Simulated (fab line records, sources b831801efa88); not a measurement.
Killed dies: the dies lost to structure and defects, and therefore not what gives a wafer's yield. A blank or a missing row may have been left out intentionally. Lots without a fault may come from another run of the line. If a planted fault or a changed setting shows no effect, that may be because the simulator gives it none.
fab line records -- flow sky130
record: lots: 13, wafers: 39, lastDay: 50
route steps=708 shown POLY_GATE@235 LDD_P@264 LDD_HVP@288 PAD_OPEN@708
lots that met no fault: taken from a fault-free run of the same line
startH: hours from the record's opening day to when the first of the lot's shown wafers began -- waitH: hours elapsed since this lot's preceding step -- " the same as in the row above -- L1.1+2: a single row standing in for several wafers -- - value missing, or start not given -- * or withheld: withheld -- < > ~ a bound
route shown NAME@n: names a module that has steps shown in the file, with the first one's number in the route -- usual: mean/standard deviation taken from wafers without a fault -- same: alike in all rows -- chamber/n: place in a boat -- sites: each site's reading -- _std_site: the values' standard deviation -- _edge_site: outer sites' mean less inner sites' -- radiusMm: for every site, how far away it sits from the centre of the wafer -- mask NAME#n: copy n -- behind: the tool/chamber that last shaped the wafer -- hold: the reason the lot was held/the length of the hold in hours/how it ended -- device: the n, p or np transistor that did not switch -- end of line: tests run on the same wafers once the route is complete -- step lacking rows: just its recipe -- killed: count of dies lost to structure and defects at first sort (not the wafer's yield) -- map: the dies of a wafer, with x for killed, . for not killed, _ for no die there
set.NAME: the setting the step ran with; set.NAME@STEP: the setting that earlier step ran with -- model.NAME: the simulator's own value behind a step, which no gauge read
one table for each step of the route and one row for each wafer, over a sample of lots
services: the hour from which a tool's chamber was out of use, counted from the record's first day as startH (under 0 if before that day), plus the number of hours and why
== steps ==
step: SKY_POLY_GATE_THK_MEAS_21
recipe: reads: SiO2_of_POLY_GATE_OXIDATION_20
usual: POLY_GATE_OXIDATION_THK: 4.17/0.086
lot.wafer,tool,chamber,startH,waitH,POLY_GATE_OXIDATION_THK[nm]
L716.2,filmMetro-01,-,402.34,0.0,4.12
L716.3,filmMetro-01,-,402.34,0.0,4.22
L716.5,filmMetro-01,-,402.34,0.0,4.11
L717.1,filmMetro-01,-,411.78,0.0,4.03
L717.4,filmMetro-01,-,411.78,0.0,3.96
L717.6,filmMetro-01,-,411.78,0.0,4.09
L719.3,filmMetro-03,-,430.22,0.0,4.26
L719.4,filmMetro-03,-,430.22,0.0,4.07
L719.5,filmMetro-03,-,430.22,0.0,4.07
L720.1,filmMetro-04,-,438.61,0.0,4.03
L720.2,filmMetro-04,-,438.61,0.0,4.19
L720.3,filmMetro-04,-,438.61,0.0,4.11
L722.4,filmMetro-01,-,451.89,0.0,4.03
L722.5,filmMetro-01,-,451.89,0.0,4.02
L722.6,filmMetro-01,-,451.89,0.0,3.98
L728.1,filmMetro-04,-,505.13,0.0,4.19
L728.2,filmMetro-04,-,505.13,0.0,4.18
L728.4,filmMetro-04,-,505.13,0.0,4.16
L729.2,filmMetro-03,-,507.94,0.0,4.17
L729.3,filmMetro-03,-,507.94,0.0,4.24
L729.5,filmMetro-03,-,507.94,0.0,4.26
L730.3,filmMetro-04,-,522.75,0.0,4.13
L730.4,filmMetro-04,-,522.75,0.0,4.15
L730.6,filmMetro-04,-,522.75,0.0,4.23
L731.2,filmMetro-01,-,530.07,0.0,4.17
L731.4,filmMetro-01,-,530.07,0.0,4.19
L731.6,filmMetro-01,-,530.07,0.0,4.14
L732.2,filmMetro-03,-,541.04,0.0,4.19
L732.3,filmMetro-03,-,541.04,0.0,4.25
L732.4,filmMetro-03,-,541.04,0.0,4.30
L733.1,filmMetro-03,-,548.70,0.0,4.17
L733.3,filmMetro-03,-,548.70,0.0,4.26
L733.5,filmMetro-03,-,548.70,0.0,4.12
L734.3,filmMetro-01,-,554.13,0.0,4.17
L734.4,filmMetro-01,-,554.13,0.0,4.21
L734.5,filmMetro-01,-,554.13,0.0,4.13
L735.2,filmMetro-04,-,566.34,0.0,4.21
L735.3,filmMetro-04,-,566.34,0.0,4.24
L735.4,filmMetro-04,-,566.34,0.0,4.22
step: SKY_POLY_GATE_CD_MEAS_22
usual: cdNm: 150.2/2.4
lot.wafer,tool,chamber,startH,waitH,cdNm
L716.2,cdSem-02,-,402.42,0.1,148.0
L716.3,cdSem-02,-,402.42,0.1,146.0
L716.5,cdSem-02,-,402.42,0.1,147.0
L717.1,cdSem-01,-,411.84,0.1,151.8
L717.4,cdSem-01,-,411.84,0.1,153.1
L717.6,cdSem-01,-,411.84,0.1,154.4
L719.3,cdSem-01,-,430.32,0.1,149.4
L719.4,cdSem-01,-,430.32,0.1,148.3
L719.5,cdSem-01,-,430.32,0.1,144.3
L720.1,cdSem-02,-,438.67,0.1,153.9
L720.2,cdSem-02,-,438.67,0.1,154.3
L720.3,cdSem-02,-,438.67,0.1,155.8
L722.4,cdSem-02,-,452.01,0.1,149.8
L722.5,cdSem-02,-,452.01,0.1,149.9
L722.6,cdSem-02,-,452.01,0.1,146.9
L728.1,cdSem-02,-,505.19,0.1,148.6
L728.2,cdSem-02,-,505.19,0.1,149.2
L728.4,cdSem-02,-,505.19,0.1,148.5
L729.2,cdSem-02,-,508.01,0.1,146.6
L729.3,cdSem-02,-,508.01,0.1,147.4
L729.5,cdSem-02,-,508.01,0.1,145.9
L730.3,cdSem-02,-,522.85,0.1,147.3
L730.4,cdSem-02,-,522.85,0.1,151.2
L730.6,cdSem-02,-,522.85,0.1,151.8
L731.2,cdSem-02,-,530.15,0.1,148.5
L731.4,cdSem-02,-,530.15,0.1,150.2
L731.6,cdSem-02,-,530.15,0.1,145.4
L732.2,cdSem-02,-,541.11,0.1,149.3
L732.3,cdSem-02,-,541.11,0.1,151.1
L732.4,cdSem-02,-,541.11,0.1,149.8
L733.1,cdSem-02,-,548.76,0.1,154.4
L733.3,cdSem-02,-,548.76,0.1,153.1
L733.5,cdSem-02,-,548.76,0.1,150.8
L734.3,cdSem-02,-,554.23,0.1,149.8
L734.4,cdSem-02,-,554.23,0.1,151.2
L734.5,cdSem-02,-,554.23,0.1,151.6
L735.2,cdSem-01,-,566.41,0.1,150.9
L735.3,cdSem-01,-,566.41,0.1,153.7
L735.4,cdSem-01,-,566.41,0.1,147.5
step: SKY_LDD_P_IMPLANT_09
recipe: species: BF2, energyKev: 25, doseCm2: 1e+13, tiltDeg: withheld
usual: endStationPressureTorr: 5.03e-06/2.3e-07
lot.wafer,tool,chamber,startH,waitH,endStationPressureTorr
L716.2,implanter-04,0,465.30,0.0,4.8e-06
L716.3,implanter-04,0,465.30,0.0,5.43e-06
L716.5,implanter-04,0,465.30,0.0,4.77e-06
L717.1,implanter-03,0,474.73,0.0,4.84e-06
L717.4,implanter-03,0,474.73,0.0,4.58e-06
L717.6,implanter-03,0,474.73,0.0,5.18e-06
L719.3,implanter-04,0,494.74,0.1,4.78e-06
L719.4,implanter-04,0,494.74,0.1,4.89e-06
L719.5,implanter-04,0,494.74,0.1,4.9e-06
L720.1,implanter-01,0,501.33,0.0,5.11e-06
L720.2,implanter-01,0,501.33,0.0,5.32e-06
L720.3,implanter-01,0,501.33,0.0,5.17e-06
L722.4,implanter-01,0,515.80,0.1,4.58e-06
L722.5,implanter-01,0,515.80,0.1,5.08e-06
L722.6,implanter-01,0,515.80,0.1,5.04e-06
L728.1,implanter-01,0,567.53,0.0,5.12e-06
L728.2,implanter-01,0,567.53,0.0,5.02e-06
L728.4,implanter-01,0,567.53,0.0,5.28e-06
L729.2,implanter-04,0,569.56,0.0,5.28e-06
L729.3,implanter-04,0,569.56,0.0,4.95e-06
L729.5,implanter-04,0,569.56,0.0,4.99e-06
L730.3,implanter-01,0,584.38,0.1,4.88e-06
L730.4,implanter-01,0,584.38,0.1,5.13e-06
L730.6,implanter-01,0,584.38,0.1,5.1e-06
L731.2,implanter-01,0,591.31,0.0,4.85e-06
L731.4,implanter-01,0,591.31,0.0,5.39e-06
L731.6,implanter-01,0,591.31,0.0,4.75e-06
L732.2,implanter-04,0,601.95,0.0,5.1e-06
L732.3,implanter-04,0,601.95,0.0,4.87e-06
L732.4,implanter-04,0,601.95,0.0,5.16e-06
L733.1,implanter-04,0,608.13,0.0,4.82e-06
L733.3,implanter-04,0,608.13,0.0,4.79e-06
L733.5,implanter-04,0,608.13,0.0,5.1e-06
L734.3,implanter-01,0,614.93,0.1,4.87e-06
L734.4,implanter-01,0,614.93,0.1,5.14e-06
L734.5,implanter-01,0,614.93,0.1,4.94e-06
L735.2,implanter-03,0,625.86,0.0,4.8e-06
L735.3,implanter-03,0,625.86,0.0,5.05e-06
L735.4,implanter-03,0,625.86,0.0,4.89e-06
step: SKY_LDD_P_TW_MEAS_11
usual: LDD_P_TW: 637/3.9
lot.wafer,tool,chamber,startH,waitH,LDD_P_TW
L716.2,filmMetro-02,-,465.54,0.1,636
L716.3,filmMetro-02,-,465.54,0.1,636
L716.5,filmMetro-02,-,465.54,0.1,639
L717.1,filmMetro-01,-,474.98,0.1,637
L717.4,filmMetro-01,-,474.98,0.1,636
L717.6,filmMetro-01,-,474.98,0.1,637
L719.3,filmMetro-02,-,494.96,0.1,635
L719.4,filmMetro-02,-,494.96,0.1,637
L719.5,filmMetro-02,-,494.96,0.1,634
L720.1,filmMetro-03,-,501.58,0.1,592
L720.2,filmMetro-03,-,501.58,0.1,592
L720.3,filmMetro-03,-,501.58,0.1,592
L722.4,filmMetro-01,-,516.01,0.1,604
L722.5,filmMetro-01,-,516.01,0.1,600
L722.6,filmMetro-01,-,516.01,0.1,607
L728.1,filmMetro-03,-,567.78,0.1,644
L728.2,filmMetro-03,-,567.78,0.1,644
L728.4,filmMetro-03,-,567.78,0.1,641
L729.2,filmMetro-02,-,569.80,0.1,637
L729.3,filmMetro-02,-,569.80,0.1,635
L729.5,filmMetro-02,-,569.80,0.1,636
L730.3,filmMetro-03,-,584.60,0.1,643
L730.4,filmMetro-03,-,584.60,0.1,640
L730.6,filmMetro-03,-,584.60,0.1,643
L731.2,filmMetro-03,-,591.54,0.1,643
L731.4,filmMetro-03,-,591.54,0.1,639
L731.6,filmMetro-03,-,591.54,0.1,642
L732.2,filmMetro-02,-,602.19,0.1,635
L732.3,filmMetro-02,-,602.19,0.1,636
L732.4,filmMetro-02,-,602.19,0.1,638
L733.1,filmMetro-01,-,608.38,0.1,644
L733.3,filmMetro-01,-,608.38,0.1,643
L733.5,filmMetro-01,-,608.38,0.1,644
L734.3,filmMetro-02,-,615.15,0.1,634
L734.4,filmMetro-02,-,615.15,0.1,635
L734.5,filmMetro-02,-,615.15,0.1,635
L735.2,filmMetro-02,-,626.09,0.1,633
L735.3,filmMetro-02,-,626.09,0.1,633
L735.4,filmMetro-02,-,626.09,0.1,640
step: SKY_LDD_HVP_TW_MEAS_10
usual: LDD_HVP_TW: 457.5/2.5
lot.wafer,tool,chamber,startH,waitH,LDD_HVP_TW
L716.2,filmMetro-02,-,527.57,0.1,456.1
L716.3,filmMetro-02,-,527.57,0.1,453.9
L716.5,filmMetro-02,-,527.57,0.1,458.2
L717.1,filmMetro-02,-,537.32,0.1,458.0
L717.4,filmMetro-02,-,537.32,0.1,458.2
L717.6,filmMetro-02,-,537.32,0.1,456.5
L719.3,filmMetro-04,-,556.62,0.1,454.2
L719.4,filmMetro-04,-,556.62,0.1,454.5
L719.5,filmMetro-04,-,556.62,0.1,454.6
L720.1,filmMetro-04,-,562.75,0.1,455.1
L720.2,filmMetro-04,-,562.75,0.1,455.0
L720.3,filmMetro-04,-,562.75,0.1,455.7
L722.4,filmMetro-04,-,576.64,0.1,457.1
L722.5,filmMetro-04,-,576.64,0.1,460.3
L722.6,filmMetro-04,-,576.64,0.1,456.6
L728.1,filmMetro-02,-,626.80,0.1,458.6
L728.2,filmMetro-02,-,626.80,0.1,455.8
L728.4,filmMetro-02,-,626.80,0.1,458.9
L729.2,filmMetro-03,-,628.27,0.1,461.9
L729.3,filmMetro-03,-,628.27,0.1,462.0
L729.5,filmMetro-03,-,628.27,0.1,460.2
L730.3,filmMetro-02,-,643.24,0.1,454.5
L730.4,filmMetro-02,-,643.24,0.1,453.9
L730.6,filmMetro-02,-,643.24,0.1,455.7
L731.2,filmMetro-03,-,649.76,0.1,460.1
L731.4,filmMetro-03,-,649.76,0.1,458.5
L731.6,filmMetro-03,-,649.76,0.1,459.5
L732.2,filmMetro-04,-,660.48,0.1,456.5
L732.3,filmMetro-04,-,660.48,0.1,457.5
L732.4,filmMetro-04,-,660.48,0.1,457.8
L733.1,filmMetro-03,-,665.41,0.1,461.3
L733.3,filmMetro-03,-,665.41,0.1,460.0
L733.5,filmMetro-03,-,665.41,0.1,462.0
L734.3,filmMetro-02,-,672.62,0.1,456.6
L734.4,filmMetro-02,-,672.62,0.1,456.8
L734.5,filmMetro-02,-,672.62,0.1,454.2
L735.2,filmMetro-02,-,681.72,0.1,455.0
L735.3,filmMetro-02,-,681.72,0.1,451.8
L735.4,filmMetro-02,-,681.72,0.1,452.0
step: SKY_PAD_OPEN_PROBE_99
usual: killed_at_M0_to_M3: 44/7, killed_at_M4_up: 3.0/1.8, killedAtContacts: 24/4.9, killedAtFrontEnd: 15/5, killedAtOther: 0.2/0.53, killedDies: 87/8.7, killedOpen: 48/6.8, killedShort: 39/5.7
same: grossDies: 492, killedAtBackSide: 0
lot.wafer,tool,chamber,startH,waitH,killed_at_M0_to_M3,killed_at_M4_up,killedAtContacts,killedAtFrontEnd,killedAtOther,killedDies,killedOpen,killedShort
L716.2,prober-02,-,1096.30,0.1,44,2,25,17,0,88,54,34
L716.3,prober-02,-,1096.35,0.2,42,3,24,17,0,86,52,34
L716.5,prober-02,-,1096.45,0.2,46,2,32,23,0,103,58,45
L717.1,prober-01,-,1101.36,0.1,41,3,16,10,0,70,34,36
L717.4,prober-01,-,1101.51,0.2,47,7,21,8,0,83,35,48
L717.6,prober-01,-,1101.61,0.2,49,1,24,13,1,88,54,34
L719.3,prober-01,-,1117.50,0.2,33,4,23,16,0,76,47,29
L719.4,prober-01,-,1117.55,0.2,42,1,35,9,0,87,48,39
L719.5,prober-01,-,1117.60,0.2,37,4,30,13,0,84,45,39
L720.1,prober-02,-,1120.60,0.1,52,2,27,16,0,97,51,46
L720.2,prober-02,-,1120.65,0.1,47,4,16,19,0,86,52,34
L720.3,prober-02,-,1120.70,0.2,45,1,20,25,0,91,44,47
L722.4,prober-02,-,1130.25,0.2,40,1,22,17,0,80,42,38
L722.5,prober-02,-,1130.30,0.2,40,1,26,16,0,83,51,32
L722.6,prober-02,-,1130.35,0.2,50,4,22,11,0,87,51,36
L728.1,prober-02,-,1160.58,0.1,50,3,30,8,0,91,52,39
L728.2,prober-02,-,1160.63,0.1,51,3,16,20,0,90,60,30
L728.4,prober-02,-,1160.73,0.2,43,6,23,3,0,75,38,37
L729.2,prober-01,-,1163.02,0.1,39,3,33,9,0,84,54,30
L729.3,prober-01,-,1163.07,0.2,52,4,22,17,0,95,51,44
L729.5,prober-01,-,1163.17,0.2,49,4,21,15,0,89,42,47
L730.3,prober-02,-,1171.44,0.2,54,3,29,16,0,102,58,44
L730.4,prober-02,-,1171.49,0.2,47,4,24,17,0,92,45,47
L730.6,prober-02,-,1171.59,0.2,53,3,18,13,0,87,38,49
L731.2,prober-01,-,1175.18,0.1,37,4,32,17,0,90,48,42
L731.4,prober-01,-,1175.28,0.2,50,5,23,21,0,99,53,46
L731.6,prober-01,-,1175.38,0.2,51,5,25,10,1,92,50,42
L732.2,prober-02,-,1180.71,0.1,50,5,20,12,0,87,41,46
L732.3,prober-02,-,1180.76,0.2,46,2,27,23,0,98,49,49
L732.4,prober-02,-,1180.81,0.2,52,2,19,9,2,84,42,42
L733.1,prober-01,-,1186.01,0.1,44,4,23,9,0,80,49,31
L733.3,prober-01,-,1186.11,0.2,41,0,33,13,0,87,45,42
L733.5,prober-01,-,1186.21,0.2,59,0,17,12,1,89,54,35
L734.3,prober-02,-,1187.07,0.2,49,5,22,16,0,92,50,42
L734.4,prober-02,-,1187.12,0.2,54,3,26,12,0,95,53,42
L734.5,prober-02,-,1187.17,0.2,61,3,28,12,0,104,63,41
L735.2,prober-01,-,1194.83,0.1,51,2,24,10,0,87,42,45
L735.3,prober-01,-,1194.88,0.2,49,4,21,10,0,84,40,44
L735.4,prober-01,-,1194.93,0.2,55,10,23,11,0,99,53,46
killed by level:class
L716.2 VIA1:geometricParticle:open=12 CONTACT:geometricParticle:open=8 VIA3:geometricParticle:open=7 VIA2:geometricParticle:open=7 LI_CONTACT:geometricParticle:open=6 CONTACT:geometricParticle:short=6 POLY_GATE:geometricParticle:open=5 VIA1:geometricParticle:short=4
L716.3 CONTACT:geometricParticle:open=12 VIA1:geometricParticle:open=10 VIA1:geometricParticle:short=7 LI_CONTACT:geometricParticle:open=6 POLY_GATE:geometricParticle:short=5 METAL1:geometricParticle:short=5 VIA2:geometricParticle:open=5 POLY_GATE:geometricParticle:open=4
L716.5 CONTACT:geometricParticle:open=16 VIA1:geometricParticle:open=11 FIELD_ISO:geometricParticle:short=8 VIA2:geometricParticle:open=6 FIELD_ISO:geometricParticle:open=5 VIA3:geometricParticle:open=5 LI_CONTACT:geometricParticle:open=5 CONTACT:geometricParticle:short=5
L717.1 VIA1:geometricParticle:open=11 METAL1:geometricParticle:short=6 LI_CONTACT:geometricParticle:open=5 METAL3:geometricParticle:short=5 VIA2:geometricParticle:open=5 FIELD_ISO:geometricParticle:short=3 LOCAL_INTERCONNECT:geometricParticle:short=3 CONTACT:geometricParticle:open=3
L717.4 VIA1:geometricParticle:open=8 METAL4:geometricParticle:short=7 VIA2:geometricParticle:open=6 LI_CONTACT:geometricParticle:open=5 LOCAL_INTERCONNECT:geometricParticle:short=5 CONTACT:geometricParticle:open=5 METAL1:geometricParticle:short=5 VIA1:geometricParticle:short=5
L717.6 VIA1:geometricParticle:open=18 LI_CONTACT:geometricParticle:open=9 CONTACT:geometricParticle:open=9 VIA2:geometricParticle:open=7 METAL2:geometricParticle:short=5 POLY_GATE:geometricParticle:short=4 VIA1:geometricParticle:short=4 VIA3:geometricParticle:short=4
L719.3 LI_CONTACT:geometricParticle:open=10 LI_CONTACT:geometricParticle:short=6 VIA1:geometricParticle:open=6 FIELD_ISO:geometricParticle:open=5 POLY_GATE:geometricParticle:open=5 CONTACT:geometricParticle:open=5 VIA1:geometricParticle:short=5 VIA2:geometricParticle:open=5
L719.4 LI_CONTACT:geometricParticle:open=10 CONTACT:geometricParticle:open=10 VIA1:geometricParticle:open=10 CONTACT:geometricParticle:short=7 VIA2:geometricParticle:open=6 METAL1:geometricParticle:short=5 METAL2:geometricParticle:short=5 VIA1:geometricParticle:short=5
L719.5 CONTACT:geometricParticle:open=10 VIA1:geometricParticle:open=10 LI_CONTACT:geometricParticle:open=9 METAL2:geometricParticle:short=7 LI_CONTACT:geometricParticle:short=5 VIA1:geometricParticle:short=5 POLY_GATE:geometricParticle:open=4 METAL1:geometricParticle:short=4
L720.1 VIA1:geometricParticle:open=13 LI_CONTACT:geometricParticle:open=11 METAL1:geometricParticle:short=10 CONTACT:geometricParticle:open=7 LOCAL_INTERCONNECT:geometricParticle:short=6 VIA2:geometricParticle:open=5 METAL2:geometricParticle:short=5 METAL3:geometricParticle:short=5
L720.2 VIA1:geometricParticle:open=12 VIA3:geometricParticle:short=7 VIA2:geometricParticle:open=7 LI_CONTACT:geometricParticle:open=6 FIELD_ISO:geometricParticle:open=5 POLY_GATE:geometricParticle:open=5 METAL2:geometricParticle:short=5 VIA3:geometricParticle:open=5
L720.3 METAL1:geometricParticle:short=8 VIA1:geometricParticle:open=8 VIA3:geometricParticle:short=6 VIA3:geometricParticle:open=6 POLY_GATE:geometricParticle:short=5 CONTACT:geometricParticle:open=5 CONTACT:geometricParticle:short=5 METAL2:geometricParticle:short=5
L722.4 METAL2:geometricParticle:short=10 CONTACT:geometricParticle:open=9 LI_CONTACT:geometricParticle:open=6 VIA1:geometricParticle:open=6 VIA1:geometricParticle:short=5 VIA3:geometricParticle:open=5 VIA2:geometricParticle:open=5 VIA2:geometricParticle:short=5
L722.5 CONTACT:geometricParticle:open=8 VIA1:geometricParticle:open=8 VIA3:geometricParticle:open=8 LI_CONTACT:geometricParticle:open=7 VIA2:geometricParticle:open=7 CONTACT:geometricParticle:short=5 FIELD_ISO:geometricParticle:short=4 FIELD_ISO:geometricParticle:open=4
L722.6 VIA2:geometricParticle:open=14 CONTACT:geometricParticle:open=11 VIA1:geometricParticle:open=9 VIA1:geometricParticle:short=5 VIA3:geometricParticle:open=5 LI_CONTACT:geometricParticle:open=4 LOCAL_INTERCONNECT:geometricParticle:short=4 METAL1:geometricParticle:short=4
L728.1 CONTACT:geometricParticle:open=19 VIA1:geometricParticle:open=12 METAL1:geometricParticle:short=8 VIA1:geometricParticle:short=7 METAL2:geometricParticle:short=6 VIA3:geometricParticle:open=6 LI_CONTACT:geometricParticle:open=5 FIELD_ISO:geometricParticle:open=4
L728.2 VIA3:geometricParticle:open=14 VIA1:geometricParticle:open=13 FIELD_ISO:geometricParticle:open=8 VIA1:geometricParticle:short=7 CONTACT:geometricParticle:open=6 METAL2:geometricParticle:short=5 POLY_GATE:geometricParticle:short=4 POLY_GATE:geometricParticle:open=4
L728.4 VIA1:geometricParticle:open=11 CONTACT:geometricParticle:open=7 VIA1:geometricParticle:short=7 METAL1:geometricParticle:short=6 LI_CONTACT:geometricParticle:open=5 LOCAL_INTERCONNECT:geometricParticle:short=5 METAL2:geometricParticle:short=5 CONTACT:geometricParticle:short=4
L729.2 VIA1:geometricParticle:open=14 CONTACT:geometricParticle:open=12 LI_CONTACT:geometricParticle:open=11 VIA3:geometricParticle:open=6 LI_CONTACT:geometricParticle:short=4 METAL2:geometricParticle:short=4 LOCAL_INTERCONNECT:geometricParticle:short=3 CONTACT:geometricParticle:short=3
L729.3 VIA1:geometricParticle:open=17 METAL1:geometricParticle:short=7 LI_CONTACT:geometricParticle:open=6 LI_CONTACT:geometricParticle:short=6 VIA1:geometricParticle:short=6 METAL2:geometricParticle:short=6 VIA3:geometricParticle:open=6 FIELD_ISO:geometricParticle:open=5
L729.5 VIA1:geometricParticle:short=8 VIA1:geometricParticle:open=8 LI_CONTACT:geometricParticle:open=8 VIA3:geometricParticle:open=8 METAL2:geometricParticle:short=7 CONTACT:geometricParticle:open=6 VIA2:geometricParticle:short=5 POLY_GATE:geometricParticle:short=4
L730.3 CONTACT:geometricParticle:open=15 VIA3:geometricParticle:open=11 VIA1:geometricParticle:open=10 VIA1:geometricParticle:short=7 FIELD_ISO:geometricParticle:short=6 CONTACT:geometricParticle:short=5 METAL2:geometricParticle:short=5 VIA2:geometricParticle:open=5
L730.4 VIA1:geometricParticle:open=10 CONTACT:geometricParticle:short=9 POLY_GATE:geometricParticle:short=7 LI_CONTACT:geometricParticle:open=6 CONTACT:geometricParticle:open=6 METAL1:geometricParticle:short=6 METAL2:geometricParticle:short=6 VIA2:geometricParticle:open=6
L730.6 VIA1:geometricParticle:short=11 VIA1:geometricParticle:open=10 VIA3:geometricParticle:open=9 METAL2:geometricParticle:short=8 LI_CONTACT:geometricParticle:open=5 CONTACT:geometricParticle:short=5 FIELD_ISO:geometricParticle:short=4 FIELD_ISO:geometricParticle:open=3
L731.2 VIA1:geometricParticle:open=10 LI_CONTACT:geometricParticle:open=9 CONTACT:geometricParticle:open=9 CONTACT:geometricParticle:short=8 METAL1:geometricParticle:short=7 VIA2:geometricParticle:open=5 LOCAL_INTERCONNECT:geometricParticle:short=5 FIELD_ISO:geometricParticle:short=4
L731.4 CONTACT:geometricParticle:open=11 VIA1:geometricParticle:open=9 VIA2:geometricParticle:open=9 VIA3:geometricParticle:open=7 FIELD_ISO:geometricParticle:short=6 POLY_GATE:geometricParticle:short=6 VIA3:geometricParticle:short=5 METAL3:geometricParticle:short=5
L731.6 VIA1:geometricParticle:short=11 CONTACT:geometricParticle:open=10 VIA1:geometricParticle:open=10 LI_CONTACT:geometricParticle:open=9 VIA2:geometricParticle:open=7 METAL2:geometricParticle:short=5 METAL4:geometricParticle:short=5 POLY_GATE:geometricParticle:open=4
L732.2 VIA1:geometricParticle:open=13 VIA3:geometricParticle:open=7 LOCAL_INTERCONNECT:geometricParticle:short=6 VIA1:geometricParticle:short=5 METAL2:geometricParticle:short=5 VIA2:geometricParticle:open=5 VIA2:geometricParticle:short=5 METAL4:geometricParticle:short=5
L732.3 VIA1:geometricParticle:open=10 VIA3:geometricParticle:open=8 FIELD_ISO:geometricParticle:open=7 CONTACT:geometricParticle:open=7 METAL1:geometricParticle:short=7 LI_CONTACT:geometricParticle:open=6 FIELD_ISO:geometricParticle:short=5 POLY_GATE:geometricParticle:short=5
L732.4 VIA2:geometricParticle:open=9 VIA1:geometricParticle:open=8 VIA1:geometricParticle:short=7 CONTACT:geometricParticle:open=6 VIA3:geometricParticle:short=6 CONTACT:geometricParticle:short=5 METAL1:geometricParticle:short=5 FIELD_ISO:geometricParticle:open=4
L733.1 VIA3:geometricParticle:open=9 LI_CONTACT:geometricParticle:open=8 CONTACT:geometricParticle:open=8 VIA1:geometricParticle:open=7 VIA1:geometricParticle:short=6 METAL2:geometricParticle:short=5 VIA2:geometricParticle:open=5 FIELD_ISO:geometricParticle:open=3
L733.3 CONTACT:geometricParticle:open=13 VIA1:geometricParticle:open=10 LI_CONTACT:geometricParticle:open=8 LOCAL_INTERCONNECT:geometricParticle:short=5 METAL1:geometricParticle:short=5 METAL2:geometricParticle:short=5 VIA3:geometricParticle:open=5 POLY_GATE:geometricParticle:short=4
L733.5 VIA1:geometricParticle:open=15 VIA3:geometricParticle:open=12 CONTACT:geometricParticle:open=9 METAL1:geometricParticle:short=8 VIA2:geometricParticle:open=5 FIELD_ISO:geometricParticle:short=4 METAL2:geometricParticle:open=4 POLY_GATE:geometricParticle:open=3
L734.3 VIA1:geometricParticle:open=14 VIA2:geometricParticle:open=9 CONTACT:geometricParticle:open=7 VIA1:geometricParticle:short=7 POLY_GATE:geometricParticle:open=5 LOCAL_INTERCONNECT:geometricParticle:short=5 METAL1:geometricParticle:short=5 LI_CONTACT:geometricParticle:short=4
L734.4 VIA1:geometricParticle:open=19 VIA1:geometricParticle:short=11 CONTACT:geometricParticle:open=8 CONTACT:geometricParticle:short=7 VIA3:geometricParticle:open=7 POLY_GATE:geometricParticle:open=6 LI_CONTACT:geometricParticle:open=6 LOCAL_INTERCONNECT:geometricParticle:short=5
L734.5 VIA1:geometricParticle:open=16 CONTACT:geometricParticle:open=12 METAL2:geometricParticle:short=8 VIA1:geometricParticle:short=7 LI_CONTACT:geometricParticle:open=6 VIA2:geometricParticle:open=6 METAL3:geometricParticle:short=6 VIA3:geometricParticle:open=5
L735.2 VIA1:geometricParticle:open=12 CONTACT:geometricParticle:open=11 METAL2:geometricParticle:short=8 METAL1:geometricParticle:short=6 LOCAL_INTERCONNECT:geometricParticle:short=6 METAL3:geometricParticle:short=6 VIA3:geometricParticle:open=6 VIA2:geometricParticle:open=5
L735.3 VIA1:geometricParticle:open=14 CONTACT:geometricParticle:open=6 VIA2:geometricParticle:short=6 CONTACT:geometricParticle:short=5 VIA2:geometricParticle:open=5 METAL3:geometricParticle:short=5 VIA3:geometricParticle:open=5 VIA1:geometricParticle:short=4
L735.4 VIA1:geometricParticle:open=16 VIA1:geometricParticle:short=9 CONTACT:geometricParticle:open=8 LI_CONTACT:geometricParticle:open=6 METAL2:geometricParticle:short=6 POLY_GATE:geometricParticle:short=5 VIA2:geometricParticle:open=5 METAL4:geometricParticle:short=5
== services ==
tool,chamber,startH,hours,kind
implanter-01,-,455.06,3.6,repair
implanter-03,-,458.69,2.9,pm
implanter-01,-,482.03,4.4,repair
implanter-01,-,490.61,1.2,repair
implanter-03,-,497.48,1.3,repair
implanter-03,-,528.33,89.0,repair
implanter-04,-,593.15,2.9,repair
== key ==
firstSign: step: SKY_LDD_P_TW_MEAS_11, reading: LDD_P_TW, direction: down, sigmas: 10, usual: 637, struck: 598
effect none on later readings
metAt SKY_LDD_P_IMPLANT_09
struckLots L720,L722
testerLeftOut L720,L722
notActingAt SKY_POLY_GATE_THK_MEAS_21,SKY_POLY_GATE_CD_MEAS_22,SKY_LDD_HVP_TW_MEAS_10
fault: kind: processParameterDrift, tool: implanter-01, chamber: -, onsetH: 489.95, steps: SKY_LDD_P_IMPLANT_09, channel: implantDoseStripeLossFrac, offset: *, shape: step, endH: 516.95
testerLeftOut: of these lots the tester's yield and bins aren't shown, on N5 and GAA mostly nor the transistor test; their killed dies are dies lost to structure and defects alone, not to doping, threshold or leakage, so they don't give the yield
